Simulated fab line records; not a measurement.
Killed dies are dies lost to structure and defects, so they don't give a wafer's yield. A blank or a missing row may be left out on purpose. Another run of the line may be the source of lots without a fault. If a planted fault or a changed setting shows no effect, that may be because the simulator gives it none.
The tool behind it: which one? + flow gf180mcu + 14 lots, 42 wafers sampled, at 2 steps of a route of 602

WHAT THE GAUGES READ, wafer by wafer
GF_VT_IMPLANT_OVL_MEAS_29. Usual: VT_IMPLANT_02_OVL typically reads -0.7 nm, with standard deviation 1.4.
| lot  | measured     | on         | VT_IMPLANT_02_OVL (nm) | flag |
|------|--------------|------------|------------------------|------|
| L955 | day 7 04:13  | overlay-01 | -1.7 -0.1 -0.3         |      |
| L956 | day 7 07:27  | overlay-02 | -1.6 -0.9 -0.4         |      |
| L959 | day 8 06:05  | overlay-01 | 1.9 1.0 -0.1           |      |
| L960 | day 8 11:02  | overlay-02 | -2.0 -0.8 -1.2         |      |
| L966 | day 10 02:43 | overlay-02 | -0.2 0.8 -0.7          |      |
| L968 | day 10 17:52 | overlay-01 | 1.2 -1.1 -1.5          |      |
| L969 | day 11 01:51 | overlay-02 | -3.1 -1.8 -4.6         |      |
| L970 | day 11 07:11 | overlay-02 | -0.8 -3.5 -0.7         |      |
| L971 | day 11 13:42 | overlay-02 | -2.5 -1.7 -3.1         |      |
| L973 | day 12 02:38 | overlay-02 | -0.6 -0.7 -0.5         |      |
| L974 | day 12 10:17 | overlay-02 | -0.9 0.3 -2.0          |      |
| L975 | day 12 18:19 | overlay-01 | -0.1 -0.8 0.8          |      |
| L976 | day 13 08:17 | overlay-02 | 0.7 0.3 2.1            |      |
| L977 | day 13 08:37 | overlay-02 | -0.7 -1.3 -0.9         |      |

GF_VT_IMPLANT_TW_MEAS_43. Usual: VT_IMPLANT_4_TW typically reads 698, with standard deviation 3.7.
| lot  | measured     | on            | VT_IMPLANT_4_TW | flag |
|------|--------------|---------------|-----------------|------|
| L955 | day 7 19:32  | film_metro-04 | 693 695 695     |      |
| L956 | day 7 22:27  | film_metro-04 | 698 698 694     |      |
| L959 | day 8 23:34  | film_metro-02 | 698 693 699     |      |
| L960 | day 9 03:56  | film_metro-02 | 696 699 698     |      |
| L966 | day 10 22:02 | film_metro-02 | 698 701 701     |      |
| L968 | day 11 13:12 | film_metro-04 | 688 686 687     |      |
| L969 | day 11 20:37 | film_metro-04 | 693 691 697     |      |
| L970 | day 12 02:15 | film_metro-01 | 699 699 701     |      |
| L971 | day 12 08:40 | film_metro-02 | 701 699 695     |      |
| L973 | day 12 22:39 | film_metro-04 | 697 696 699     |      |
| L974 | day 13 06:03 | film_metro-01 | 701 703 705     |      |
| L975 | day 13 13:50 | film_metro-02 | 699 696 701     |      |
| L976 | day 14 05:35 | film_metro-02 | 700 701 701     |      |
| L977 | day 14 05:53 | film_metro-02 | 702 701 703     |      |

WHICH TOOL RAN EACH LOT (tool, then ch and the chambers of the sampled wafers, then the start)
Record: no process step prior to these readings.

WHAT THE TOOLS THEMSELVES READ (means of the sampled wafers that have a number; where no wafer has one, the mark that the record gives instead)
The record holds no such reading with a usual standard deviation.

THE ANSWER, worked out from the rows above alone
Rule: a lot counts as off when the mean over its wafers that have a number is more than 3 standard deviations away from the usual mean. Also off: a lot with no number at a reading for which 4 or more lots have one. Any other lot the step has rows for is counted as sound. First the gauges in route order, then the tools' own readings, where a lot's mean is used as printed above. The first step at which some lot is off is used, and at that step the reading that is off furthest; a lot without a number counts as furthest.
Nothing can be told from this: no lot is off at any reading shown.

WHAT WAS PUT IN BY THE SIMULATOR
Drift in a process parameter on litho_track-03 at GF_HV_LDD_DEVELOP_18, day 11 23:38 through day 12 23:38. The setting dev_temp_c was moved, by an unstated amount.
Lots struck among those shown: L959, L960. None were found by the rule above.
